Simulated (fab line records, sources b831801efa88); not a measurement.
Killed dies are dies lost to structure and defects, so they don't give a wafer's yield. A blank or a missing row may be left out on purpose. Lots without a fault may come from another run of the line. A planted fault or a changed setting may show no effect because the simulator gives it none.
fab line records | flow sky130
record lots=7 wafers=21 last_day=49
route steps=708 shown LI_CONTACT@371 LOCAL_INTERCONNECT@387 PAD_OPEN@708
lots that met no fault: from a run of the same line without faults
start_h: hours from the record's first day to the start of the lot's first wafer shown | wait_h: hours since the lot's step before | " the same as in the row above | L1.1+2: a row that stands for several wafers | - no value, or no start given | * or withheld: withheld | < > ~ a bound
route shown NAME@n: a module of which the file shows steps, and the number in the route of the first | usual: mean/standard deviation of fault-free wafers | same: alike in all rows | chamber/n: place in a boat | sites: the reading at each site | _std_site: their standard deviation | _edge_site: outer sites' mean less inner sites' | radius_mm: how far each site lies from the wafer's centre | mask NAME#n: copy n | behind: the tool/chamber that last shaped the wafer | hold: why the lot was held/for how many hours/how that ended | device: the transistor (n, p or np) that didn't switch | end of line: the same wafers' tests at the end of the route | a step without rows: its recipe alone | killed: dies lost to structure and defects at the first sort, not the wafer's yield | map: a wafer's dies, x killed, . not, _ none there
set.NAME: the setting as run; set.NAME@STEP: as run at that earlier step | model.NAME: the simulator's own value behind a step, which no gauge read
lots at some steps of the route; a table a step, a row a wafer
services: from which hour (start_h, from the record's first day; less than 0 if before it) a tool's chamber was out of use, for how many hours, and why
## steps
# step SKY_LI_CONTACT_EXPOSE_09
# recipe mask_id=LICM1 na=0.8 source_shape=annular sigma_inner=0.55 sigma_outer=0.85 target_cd_nm=170 dose_mj=38
# step SKY_LI_CONTACT_PEB_10
# recipe peb_temp_c=withheld peb_time_s=withheld resist=KrF-thick
# step SKY_LI_CONTACT_DEVELOP_11
# recipe develop_time_s=60 resist=KrF-thick dev_temp_c=21
# step SKY_LI_CONTACT_CD_MEAS_12
# recipe target_cd_nm=170
# usual cd_nm=169.9/1.4
# columns lot.wafer tool chamber start_h wait_h cd_nm
L729.1 cd_sem-01 - 681.24 - 169.5
L729.4 " - " " 170.4
L729.6 " - " " 169.8
L740.2 cd_sem-02 - 772.29 - 170.3
L740.4 " - " " 169.6
L740.5 " - " " 171.0
L742.1 cd_sem-01 - 783.87 - 168.8
L742.2 " - " " 169.5
L742.3 " - " " 169.5
L741.2 cd_sem-02 - 790.54 - 169.3
L741.4 " - " " 169.0
L741.6 " - " " 168.8
L743.1 cd_sem-02 - 798.89 - 172.0
L743.3 " - " " 169.9
L743.6 " - " " 170.5
L744.3 cd_sem-01 - 799.18 - 169.9
L744.4 " - " " 169.9
L744.6 " - " " 168.6
L745.1 cd_sem-01 - 804.02 - 170.0
L745.2 " - " " 169.4
L745.3 " - " " 170.7
# step SKY_LI_CONTACT_OVL_MEAS_13
# usual LI_CONTACT_OVL=0/4.9
# columns lot.wafer tool chamber start_h wait_h LI_CONTACT_OVL[nm]
L729.1 overlay-01 - 681.36 0.1 -2
L729.4 " - " " -2
L729.6 " - " " -3
L740.2 overlay-02 - 772.39 0.1 -3
L740.4 " - " " 5
L740.5 " - " " 5
L742.1 overlay-02 - 783.99 0.1 -5
L742.2 " - " " -2
L742.3 " - " " -8
L741.2 overlay-02 - 790.64 0.1 10
L741.4 " - " " -2
L741.6 " - " " 6
L743.1 overlay-01 - 799.01 0.1 8
L743.3 " - " " 3
L743.6 " - " " 6
L744.3 overlay-02 - 799.27 0.1 3
L744.4 " - " " 3
L744.6 " - " " 0
L745.1 overlay-01 - 804.14 0.1 0
L745.2 " - " " 3
L745.3 " - " " -5
# step SKY_LI_CONTACT_ETCH_14
# recipe chemistry=N2/H2 target=BARC ion_energy_ev=200 source_w=500 bias_w=100 pressure_mtorr=30 n2_flow_sccm=100 h2_flow_sccm=200 stop_on=SiO2 time_s=45.9 target_depth_a=600
# usual drypump_motor_current_A=5.5/0.37 oes_product_au=0.855/0.0048 throttle_valve_pct=13.224/0.0085
# columns lot.wafer tool chamber start_h wait_h drypump_motor_current_A oes_product_au rf_hours_counter_h throttle_valve_pct
L729.1 rie_diel-04 2 681.40 0.0 5.9 0.855 39 13.219
L729.4 " 0 " " 4.8 0.858 8 13.218
L729.6 " 3 " " 5.3 0.850 - 13.226
L740.2 rie_diel-03 3 772.42 0.0 5.4 0.852 12 13.220
L740.4 " 1 " " 5.6 0.841 - 13.214
L740.5 " 3 " " 5.4 0.861 - 13.227
L742.1 rie_diel-03 1 784.02 0.0 5.6 0.862 24 13.234
L742.2 " 2 " " 6.1 0.856 0 13.222
L742.3 " 0 " " 5.1 0.858 33 13.235
L741.2 rie_diel-02 0 790.67 0.0 6.1 0.856 23 13.233
L741.4 " 2 " " 5.7 0.857 2 13.225
L741.6 " 1 " " 5.7 0.855 - 13.215
L743.1 rie_diel-02 1 799.04 0.0 5.7 0.861 15 13.222
L743.3 " 0 " " 6.0 0.855 23 13.233
L743.6 " 0 " " 6.1 0.857 - 13.217
L744.3 rie_diel-03 2 799.30 0.0 6.1 0.857 1 13.214
L744.4 " 3 " " 5.4 0.853 13 13.209
L744.6 " 3 " " 5.4 0.856 - 13.236
L745.1 rie_diel-04 0 804.17 0.0 4.8 0.849 10 13.223
L745.2 " 3 " " 5.3 0.856 5 13.221
L745.3 " 2 " " 5.9 0.857 1 13.234
# step SKY_LI_CONTACT_ETCH_15
# recipe target=PSG chemistry=C4F8/O2/Ar stop_on=Si taper_deg=4.15 mask_material=KrF-thick source_w=1500 bias_w=1200 pressure_mtorr=40 c4f8_flow_sccm=withheld O2_flow_sccm=6 Ar_flow_sccm=300 time_s=withheld target_depth_a=6000
# usual oes_product_au=0.840/0.0049
# columns lot.wafer tool chamber start_h wait_h oes_product_au
L729.1 rie_diel-04 2 681.44 0.0 0.843
L729.4 " 0 " " 0.842
L729.6 " 3 " " 0.835
L740.2 rie_diel-03 3 772.46 0.0 0.839
L740.4 " 1 " " 0.841
L740.5 " 3 " " 0.845
L742.1 rie_diel-03 1 784.06 0.0 0.841
L742.2 " 2 " " 0.840
L742.3 " 0 " " 0.836
L741.2 rie_diel-02 0 790.71 0.0 0.843
L741.4 " 2 " " 0.841
L741.6 " 1 " " 0.839
L743.1 rie_diel-02 1 799.08 0.0 0.841
L743.3 " 0 " " 0.844
L743.6 " 0 " " 0.834
L744.3 rie_diel-03 2 799.34 0.0 0.828
L744.4 " 3 " " 0.831
L744.6 " 3 " " 0.833
L745.1 rie_diel-04 0 804.21 0.0 0.843
L745.2 " 3 " " 0.851
L745.3 " 2 " " 0.834
# step SKY_LI_CONTACT_STRIP_16
# recipe chemistry=O2/N2 power_w=1400 pressure_mtorr=1500 platen_temp_c=withheld o2_flow_sccm=3000 n2_flow_sccm=300 overash_fraction=0.5
# usual drypump_motor_current_A=5.5/0.41 oes_product_au=0.375/0.0044 strip_time_to_endpoint_s=3.493/0.026
# same overash_fraction=0.5
# columns lot.wafer tool chamber start_h wait_h drypump_motor_current_A oes_product_au rf_hours_counter_h strip_time_to_endpoint_s
L729.1 plasma_asher-01 0 681.53 - 5.4 0.370 57 3.531
L729.4 " 0 " " 5.4 0.378 - 3.505
L729.6 " 0 " " 5.4 0.379 - 3.508
L740.2 plasma_asher-01 1 772.55 - 5.5 0.381 66 3.485
L740.4 " 1 " " 5.5 0.380 - 3.497
L740.5 " 0 " " 5.4 0.371 - 3.461
L742.1 plasma_asher-03 0 784.15 - 6.0 0.377 34 3.516
L742.2 " 1 " " 5.5 0.372 34 3.528
L742.3 " 0 " " 6.0 0.371 - 3.509
L741.2 plasma_asher-01 0 790.80 - 5.4 0.373 68 3.459
L741.4 " 0 " " 5.5 0.375 - 3.492
L741.6 " 0 " " 5.4 0.371 - 3.476
L743.1 plasma_asher-03 0 799.17 - 6.0 0.376 36 3.464
L743.3 " 1 " " 5.6 0.377 - 3.461
L743.6 " 1 " " 5.6 0.372 - 3.463
L744.3 plasma_asher-01 0 799.46 - 5.4 0.363 - 3.504
L744.4 " 1 " " 5.5 0.373 - 3.485
L744.6 " 1 " " 5.5 0.372 - 3.486
L745.1 plasma_asher-03 0 804.30 - 6.0 0.382 36 3.458
L745.2 " 1 " " 5.6 0.369 36 3.478
L745.3 " 0 " " 6.0 0.371 - 3.466
# step SKY_LI_CONTACT_CLEAN_17
# recipe chemistry=NMP time_s=600 temp_c=60 dry=n2_spin
# step SKY_LI_CONTACT_PRE_CLEAN_18
# recipe gas=Ar time_s=5.6 bias_v=358
# step SKY_LI_CONTACT_SPUTTER_19
# recipe material=Ti target_thk_nm=20 chamber_pressure_pa=5 power_w=2500 substrate_temp_c=200 time_s=106.37
# step SKY_LI_CONTACT_SPUTTER_20
# recipe material=TiN target_thk_nm=20 chamber_pressure_pa=5 power_w=4000 time_s=80
# usual throttle_valve_pct=30.0/0.71
# columns lot.wafer tool chamber start_h wait_h throttle_valve_pct
L729.1 pvd_sputter-01 - 681.90 0.0 31.3
L729.4 " - " " 30.5
L729.6 " - " " 29.8
L740.2 pvd_sputter-03 - 772.92 0.0 30.3
L740.4 " - " " 30.5
L740.5 " - " " 29.7
L742.1 pvd_sputter-01 - 784.52 0.0 29.5
L742.2 " - " " 31.3
L742.3 " - " " 31.1
L741.2 pvd_sputter-03 - 791.17 0.0 30.2
L741.4 " - " " 29.6
L741.6 " - " " 30.4
L743.1 pvd_sputter-02 - 799.56 0.0 30.1
L743.3 " - " " 28.9
L743.6 " - " " 28.8
L744.3 pvd_sputter-01 - 799.83 0.0 29.4
L744.4 " - " " 29.5
L744.6 " - " " 29.7
L745.1 pvd_sputter-02 - 804.69 0.0 30.2
L745.2 " - " " 29.9
L745.3 " - " " 29.2
# step SKY_LI_CONTACT_CVD_21
# recipe material=W target_thk_nm=400 time_s=120.56 temp_c=398.1 pressure_torr=40
# usual heater_power_w=842/53
# columns lot.wafer tool chamber start_h wait_h heater_power_w model.W_of_LI_CONTACT_CVD_21.thk_nm
L729.1 cvd_w-01 1 681.96 0.0 755 386.8
L729.4 " 1 " " 780 389.2
L729.6 " 1 " " 747 386
L740.2 cvd_w-01 0 772.98 0.0 854 389.6
L740.4 " 0 " " 852 387
L740.5 " 0 " " 850 389.2
L742.1 cvd_w-02 0 784.58 0.0 907 388.5
L742.2 " 1 " " 851 394.2
L742.3 " 0 " " 909 391
L741.2 cvd_w-01 0 791.23 0.0 830 445.8
L741.4 " 1 " " 756 442
L741.6 " 1 " " 742 442.4
L743.1 cvd_w-01 0 799.62 0.0 852 443.4
L743.3 " 0 " " 863 443.8
L743.6 " 1 " " 772 445.4
L744.3 cvd_w-02 0 799.93 0.1 894 383.3
L744.4 " 1 " " 868 384.2
L744.6 " 0 " " 929 383
L745.1 cvd_w-01 1 804.75 0.0 785 445.4
L745.2 " 0 " " 841 441.4
L745.3 " 1 " " 777 442.2
# step SKY_LI_CONTACT_RS_MEAS_22
# recipe thk_meas_gauge=four-point-probe reads=W_of_LI_CONTACT_CVD_21+TiN_of_LI_CONTACT_SPUTTER_20+Ti_of_LI_CONTACT_SPUTTER_19
# usual LI_CONTACT_W_RS=0.2943/0.0028
# columns lot.wafer tool chamber start_h wait_h LI_CONTACT_W_RS[ohm/sq]
L729.1 film_metro-02 - 682.08 0.1 0.2944
L729.4 " - " " 0.2932
L729.6 " - " " 0.2960
L740.2 film_metro-03 - 773.13 0.1 0.2926
L740.4 " - " " 0.2949
L740.5 " - " " 0.2924
L742.1 film_metro-01 - 784.71 0.1 0.2933
L742.2 " - " " 0.2892
L742.3 " - " " 0.2915
L741.2 film_metro-02 - 791.38 0.1 0.2557
L741.4 " - " " 0.2577
L741.6 " - " " 0.2575
L743.1 film_metro-02 - 799.74 0.1 0.2572
L743.3 " - " " 0.2571
L743.6 " - " " 0.2553
L744.3 film_metro-03 - 800.06 0.1 0.2972
L744.4 " - " " 0.2965
L744.6 " - " " 0.2968
L745.1 film_metro-02 - 804.87 0.1 0.2556
L745.2 " - " " 0.2585
L745.3 " - " " 0.2581
# step SKY_LI_CONTACT_THK_MEAS_23
# recipe thk_meas_gauge=xrf reads=W_of_LI_CONTACT_CVD_21
# usual LI_CONTACT_W_THK=389/6
# columns lot.wafer tool chamber start_h wait_h LI_CONTACT_W_THK[nm]
L729.1 film_metro-02 - 682.20 0.1 384
L729.4 " - " " 389
L729.6 " - " " 388
L740.2 film_metro-03 - 773.24 0.1 399
L740.4 " - " " 397
L740.5 " - " " 401
L742.1 film_metro-01 - 784.83 0.1 386
L742.2 " - " " 392
L742.3 " - " " 388
L741.2 film_metro-02 - 791.49 0.1 442
L741.4 " - " " 439
L741.6 " - " " 439
L743.1 film_metro-02 - 799.86 0.1 437
L743.3 " - " " 440
L743.6 " - " " 441
L744.3 film_metro-03 - 800.16 0.1 393
L744.4 " - " " 395
L744.6 " - " " 389
L745.1 film_metro-02 - 804.99 0.1 437
L745.2 " - " " 437
L745.3 " - " " 440
# step SKY_LI_CONTACT_CMP_24
# recipe stop_on=PSG t_overpolish_s=20 down_force_psi=3.5 platen_rpm=60 target_thk_nm=0 pad_velocity_m_s=0.94248
# usual head_pressure_psi=3.500/0.0085 motor_current_A=10.7/0.9 retaining_ring_pressure_frac=1.001/0.0048 time_to_endpoint_s=91/3.1
# columns lot.wafer tool chamber start_h wait_h head_pressure_psi motor_current_A retaining_ring_pressure_frac time_to_endpoint_s
L729.4 cmp-01 2 682.31 0.1 3.499 10.9 1.007 94
L729.1 " 0 " " 3.500 10.9 0.993 94
L729.6 " 2 " " 3.498 11.9 1.011 93
L740.2 cmp-01 2 773.29 0.0 3.509 11.6 1.001 88
L740.4 " 3 " " 3.502 11.4 1.000 87
L740.5 " 3 " " 3.513 11.8 1.005 89
L742.2 cmp-01 3 784.89 0.0 3.511 11.3 1.000 87
L742.3 " 0 " " 3.504 11.2 0.995 85
L742.1 " 2 " " 3.503 11.6 1.001 87
L741.4 cmp-02 3 791.59 0.1 3.495 11.7 0.992 111
L741.2 " 0 " " 3.496 10.4 1.002 111
L741.6 " 3 " " 3.491 11.8 0.997 110
L743.3 cmp-02 3 799.92 0.0 3.508 12.2 0.996 109
L743.1 " 0 " " 3.503 10.2 0.995 106
L743.6 " 3 " " 3.499 11.3 1.001 106
L744.3 cmp-02 1 800.22 0.1 3.495 9.9 1.002 93
L744.4 " 0 " " 3.495 10.1 1.015 94
L744.6 " 2 " " 3.483 9.3 0.993 88
L745.3 cmp-02 2 805.05 0.0 3.499 9.7 0.995 110
L745.1 " 3 " " 3.497 12.0 1.001 112
L745.2 " 1 " " 3.500 9.7 1.002 106
# step SKY_LOCAL_INTERCONNECT_SPUTTER_00
# recipe material=TiN target_thk_nm=100 temp_c=300 power_w=6500 time_s=83.3 chamber_pressure_pa=0.4
# usual throttle_valve_pct=30.0/0.87
# columns lot.wafer tool chamber start_h wait_h throttle_valve_pct
L729.1 pvd_sputter-02 - 682.56 0.1 29.4
L729.4 " - " " 29.7
L729.6 " - " " 29.1
L740.2 pvd_sputter-02 - 773.59 0.2 30.2
L740.4 " - " " 29.3
L740.5 " - " " 29.5
L742.1 pvd_sputter-04 - 785.19 0.1 31.6
L742.2 " - " " 28.4
L742.3 " - " " 30.4
L741.2 pvd_sputter-02 - 791.84 0.1 28.9
L741.4 " - " " 29.3
L741.6 " - " " 29.8
L743.1 pvd_sputter-04 - 800.22 0.2 28.2
L743.3 " - " " 31.6
L743.6 " - " " 28.3
L744.3 pvd_sputter-03 - 800.52 0.2 29.5
L744.4 " - " " 30.4
L744.6 " - " " 30.6
L745.1 pvd_sputter-03 - 805.35 0.2 30.3
L745.2 " - " " 30.3
L745.3 " - " " 30.4
# step SKY_PAD_OPEN_PROBE_99
# usual killed_at_M0_to_M3=44/7.1 killed_at_M4_up=3.1/1.9 killed_at_contacts=25/5.8 killed_at_front_end=16/4.5 killed_at_other=0.3/0.52 killed_dies=88/9.1 killed_open=48/6.8 killed_short=39/5.8
# same gross_dies=492 killed_at_back_side=0
# columns lot.wafer tool chamber start_h wait_h killed_at_M0_to_M3 killed_at_M4_up killed_at_contacts killed_at_front_end killed_at_other killed_dies killed_open killed_short
L729.1 prober-02 - 1080.06 0.1 49 5 28 19 0 101 55 46
L729.4 prober-02 - 1080.21 0.2 47 2 32 17 1 99 56 43
L729.6 prober-02 - 1080.31 0.2 43 5 22 22 1 93 51 42
L740.2 prober-01 - 1148.01 0.1 42 3 31 15 0 91 56 35
L740.4 prober-01 - 1148.11 0.2 28 2 15 31 0 76 37 39
L740.5 prober-01 - 1148.16 0.2 37 1 24 18 0 80 45 35
L741.2 prober-01 - 1161.17 0.1 49 7 26 9 1 92 47 45
L741.4 prober-01 - 1161.27 0.2 55 1 20 15 0 91 44 47
L741.6 prober-01 - 1161.37 0.2 49 2 23 18 2 94 55 39
L743.1 prober-02 - 1165.35 0.1 33 3 23 25 0 84 47 37
L743.3 prober-02 - 1165.45 0.2 38 2 23 21 1 85 41 44
L743.6 prober-02 - 1165.60 0.2 39 0 21 21 0 81 49 32
L745.1 prober-02 - 1171.31 0.1 45 4 25 13 0 87 47 40
L745.2 prober-02 - 1171.36 0.1 50 4 17 21 0 92 54 38
L745.3 prober-02 - 1171.41 0.2 65 1 22 16 0 104 55 48
# killed by level:class
L729.1 VIA1:geometric_particle:open=14 METAL2:geometric_particle:short=11 VIA2:geometric_particle:open=10 LOCAL_INTERCONNECT:geometric_particle:short=7 CONTACT:geometric_particle:short=7 POLY_GATE:geometric_particle:short=6 LI_CONTACT:geometric_particle:open=6 FIELD_ISO:geometric_particle:open=5
L729.4 CONTACT:geometric_particle:open=12 VIA1:geometric_particle:open=11 METAL2:geometric_particle:short=7 LI_CONTACT:geometric_particle:open=7 METAL1:geometric_particle:short=7 VIA3:geometric_particle:open=7 POLY_GATE:geometric_particle:open=6 POLY_GATE:geometric_particle:short=5
L729.6 VIA1:geometric_particle:open=11 CONTACT:geometric_particle:open=9 POLY_GATE:geometric_particle:open=7 LI_CONTACT:geometric_particle:open=7 FIELD_ISO:geometric_particle:short=6 METAL2:geometric_particle:short=6 VIA3:geometric_particle:open=6 METAL1:geometric_particle:short=5
L740.2 VIA1:geometric_particle:open=13 CONTACT:geometric_particle:open=12 LI_CONTACT:geometric_particle:open=9 VIA2:geometric_particle:open=6 CONTACT:geometric_particle:short=5 VIA3:geometric_particle:open=5 FIELD_ISO:geometric_particle:open=4 POLY_GATE:geometric_particle:open=4
L740.4 VIA1:geometric_particle:open=10 FIELD_ISO:geometric_particle:short=8 POLY_GATE:geometric_particle:short=7 POLY_GATE:geometric_particle:open=6 VIA3:geometric_particle:open=5 FIELD_ISO:geometric_particle:open=4 VIA1:geometric_particle:short=4 SPACER:geometric_particle:short=4
L740.5 METAL2:geometric_particle:short=10 CONTACT:geometric_particle:open=8 VIA1:geometric_particle:open=6 VIA2:geometric_particle:open=6 LI_CONTACT:geometric_particle:open=5 LOCAL_INTERCONNECT:geometric_particle:short=5 VIA3:geometric_particle:open=5 FIELD_ISO:geometric_particle:open=4
L741.2 CONTACT:geometric_particle:open=11 VIA1:geometric_particle:open=8 VIA3:geometric_particle:open=8 VIA2:geometric_particle:open=6 METAL2:geometric_particle:short=5 VIA1:geometric_particle:short=5 VIA3:geometric_particle:short=5 LI_CONTACT:geometric_particle:short=5
L741.4 VIA1:geometric_particle:open=12 VIA2:geometric_particle:open=10 CONTACT:geometric_particle:open=8 FIELD_ISO:geometric_particle:short=6 CONTACT:geometric_particle:short=6 VIA1:geometric_particle:short=6 METAL2:geometric_particle:short=6 VIA2:geometric_particle:short=6
L741.6 VIA3:geometric_particle:open=12 LI_CONTACT:geometric_particle:open=10 VIA1:geometric_particle:open=8 VIA2:geometric_particle:open=7 METAL1:geometric_particle:short=6 CONTACT:geometric_particle:open=5 FIELD_ISO:geometric_particle:open=4 POLY_GATE:geometric_particle:short=4
L743.1 VIA1:geometric_particle:open=8 LI_CONTACT:geometric_particle:open=7 VIA2:geometric_particle:open=7 FIELD_ISO:geometric_particle:short=6 POLY_GATE:geometric_particle:short=6 CONTACT:geometric_particle:short=6 METAL2:geometric_particle:short=6 CONTACT:geometric_particle:open=5
L743.3 FIELD_ISO:geometric_particle:short=9 VIA1:geometric_particle:short=8 LI_CONTACT:geometric_particle:open=7 CONTACT:geometric_particle:open=7 VIA1:geometric_particle:open=6 VIA2:geometric_particle:open=5 METAL1:geometric_particle:short=5 FIELD_ISO:geometric_particle:open=4
L743.6 CONTACT:geometric_particle:open=10 VIA1:geometric_particle:open=10 METAL2:geometric_particle:short=9 LI_CONTACT:geometric_particle:open=7 VIA2:geometric_particle:open=6 VIA3:geometric_particle:open=6 FIELD_ISO:geometric_particle:open=5 POLY_GATE:geometric_particle:short=5
L745.1 VIA1:geometric_particle:open=11 CONTACT:geometric_particle:open=7 METAL2:geometric_particle:short=6 CONTACT:geometric_particle:short=6 LI_CONTACT:geometric_particle:open=5 VIA2:geometric_particle:open=5 LI_CONTACT:geometric_particle:short=4 METAL1:geometric_particle:short=4
L745.2 VIA1:geometric_particle:open=12 VIA2:geometric_particle:open=9 FIELD_ISO:geometric_particle:open=8 VIA1:geometric_particle:short=6 VIA3:geometric_particle:open=6 POLY_GATE:geometric_particle:short=5 METAL2:geometric_particle:short=5 CONTACT:geometric_particle:open=5
L745.3 VIA1:geometric_particle:open=16 METAL2:geometric_particle:short=11 CONTACT:geometric_particle:open=10 VIA1:geometric_particle:short=8 VIA2:geometric_particle:open=8 METAL3:geometric_particle:short=5 FIELD_ISO:geometric_particle:open=4 LOCAL_INTERCONNECT:geometric_particle:short=4
## services
# columns tool chamber start_h hours kind
cmp-01 - 667.76 0.6 repair
cmp-01 - 670.16 4.0 pm
rie_diel-02 0 675.43 5.8 repair
pvd_sputter-02 - 675.94 6.3 repair
cmp-02 - 677.22 0.2 repair
rie_diel-02 2 684.23 - clean
pvd_sputter-02 - 687.92 0.9 repair
rie_diel-04 3 692.17 5.1 repair
rie_diel-02 0 696.08 2.9 repair
cmp-01 - 696.49 5.8 repair
rie_diel-03 1 702.08 55.6 repair
cmp-01 - 722.53 5.2 pm
rie_diel-02 2 734.75 6.1 repair
plasma_asher-01 - 738.37 2.1 repair
cmp-02 - 744.00 4.0 pm
rie_diel-04 2 752.19 2.8 repair
cmp-02 - 752.54 1.6 repair
rie_diel-03 2 757.71 - clean
rie_diel-03 2 757.71 18.3 scheduled_down
rie_diel-03 2 757.71 18.3 vent_cycle
plasma_asher-01 - 761.39 0.6 repair
rie_diel-04 0 772.54 15.9 repair
rie_diel-03 1 785.65 4.7 repair
cmp-01 - 785.94 0.7 repair
## key
first_sign step=SKY_LI_CONTACT_RS_MEAS_22 reading=LI_CONTACT_W_RS direction=down sigmas=13 usual=0.2943 struck=0.2570
effect step=SKY_LI_CONTACT_THK_MEAS_23 reading=LI_CONTACT_W_THK direction=up sigmas=8.3 usual=389 struck=439
effect step=SKY_LI_CONTACT_CMP_24 reading=time_to_endpoint_s direction=up sigmas=5.7 usual=* struck=*
model_effect step=SKY_LI_CONTACT_CVD_21 value=W_of_LI_CONTACT_CVD_21.thk_nm without=387.5 struck=443.5
met_at SKY_LI_CONTACT_CVD_21
struck_wafers L741.2,L741.4,L741.6,L743.1,L743.3,L743.6,L745.1,L745.2,L745.3
tester_left_out L741,L743,L745
onset_between 772.98 791.23
fault kind=process_parameter_drift tool=cvd_w-01 chamber=- onset_h=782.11 steps=SKY_LI_CONTACT_CVD_21 channel=target_thk_nm offset=57.784 shape=step end_h=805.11 acts_in=these_recipes_only stated=400
# tester_left_out: of these lots the tester's yield and bins aren't shown, on N5 and GAA mostly nor the transistor test; their killed dies are dies lost to structure and defects alone, not to doping, threshold or leakage, so they don't give the yield
